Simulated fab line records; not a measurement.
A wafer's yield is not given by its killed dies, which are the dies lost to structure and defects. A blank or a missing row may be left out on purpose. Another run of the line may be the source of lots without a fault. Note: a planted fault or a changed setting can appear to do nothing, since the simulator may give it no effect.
One fault seen from 2 desks | flow gf180mcu | only its own numbers are on each desk; what lay behind them is given at the end

== TOOL OWNER'S DESK, rie-si-02 ==
The tool's own readings at GF_STI_ETCH_14 (etches Si in HBr/Cl2/O2, target depth 360 nm, time 102.9 s): means of the sampled wafers that have a number, for each lot that ran on this tool. Any lot whose mean is over 4 standard deviations away from the usual mean is out of limits and marked OUT; that distance is given in the brackets.
Columns: A = drypump-motor-current-A at GF_STI_ETCH_14, usual 5.7 A; B = oes-product-au at GF_STI_ETCH_14, usual 1.002 a.u.; C = run-length-s at GF_STI_ETCH_14, usual 131.2 s; D = throttle-valve-pct at GF_STI_ETCH_14, usual 25.656 %
lot  | first seen here | A   | B     | C               | D
L936 | day 2 01:37     | 5.5 | 1.016 | 131.3           | 25.655
L939 | day 2 19:37     | 5.6 | 0.979 | 143.7 (+28) OUT | 25.666
L941 | day 3 02:31     | 5.4 | 1.022 | 144.5 (+30) OUT | 25.655
L954 | day 5 23:10     | 5.9 | 0.995 | 130.9           | 25.662
L955 | day 6 05:43     | 5.8 | 0.996 | 131.1           | 25.646
This desk's verdict: out of limits on L939, L941, starting with L939 at day 2 19:37 (run-length-s at GF_STI_ETCH_14). Within limits: L936, L954, L955.

== METROLOGY DESK ==
Lot by lot, what the gauges showed, no matter which tool ran the lot: averages of those sampled wafers that carry a number. Any lot whose mean is over 4 standard deviations away from the usual mean is out of limits and marked OUT; that distance is given in the brackets.
Columns: A = PSD_RS at GF_PSD_RS_MEAS_15, usual 108.52 ohm/sq; B = CONTACT_W_RS at GF_CONTACT_RS_MEAS_25, usual 0.383 ohm/sq
lot  | first seen here | A      | B
L936 | day 14 15:02    | 108.32 | 0.383
L939 | day 15 05:11    | 108.30 | 0.380
L941 | day 16 01:32    | 108.86 | 0.376
L942 | day 16 15:17    | 108.73 | 0.384
L948 | day 18 13:56    | 108.43 | 0.381
L949 | day 19 02:36    | 108.31 | 0.387
L950 | day 19 13:02    | 108.58 | 0.384
L951 | day 19 14:41    | 108.73 | 0.384
L952 | day 20 02:10    | 108.81 | 0.384
L953 | day 20 10:49    | 108.76 | 0.384
L954 | day 20 14:25    | 108.49 | 0.383
L955 | day 21 01:32    | 108.57 | 0.388
L958 | day 21 21:53    | 108.31 | 0.380
L959 | day 22 03:41    | 108.63 | 0.384
This desk's verdict: no lot among the 14 shows anything out of limits.

== PUT TOGETHER ==
The tool owner's desk could have raised an alarm at day 2 19:37, on L939, L941.
Nothing out of limits was seen by the metrology desk.
The metrology desk has L939, L941 on record, within its limits.
On rie-si-02, each named lot ran GF_STI_ETCH_14.

== WHAT THE SIMULATOR HAD INSERTED ==
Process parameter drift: rie-si-02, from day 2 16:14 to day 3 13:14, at GF_STI_ETCH_14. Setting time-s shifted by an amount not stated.
Lots struck among those shown: L939, L941.
Delay in hours, fault start to first out-of-limits reading, by desk: the tool owner's desk at 3.
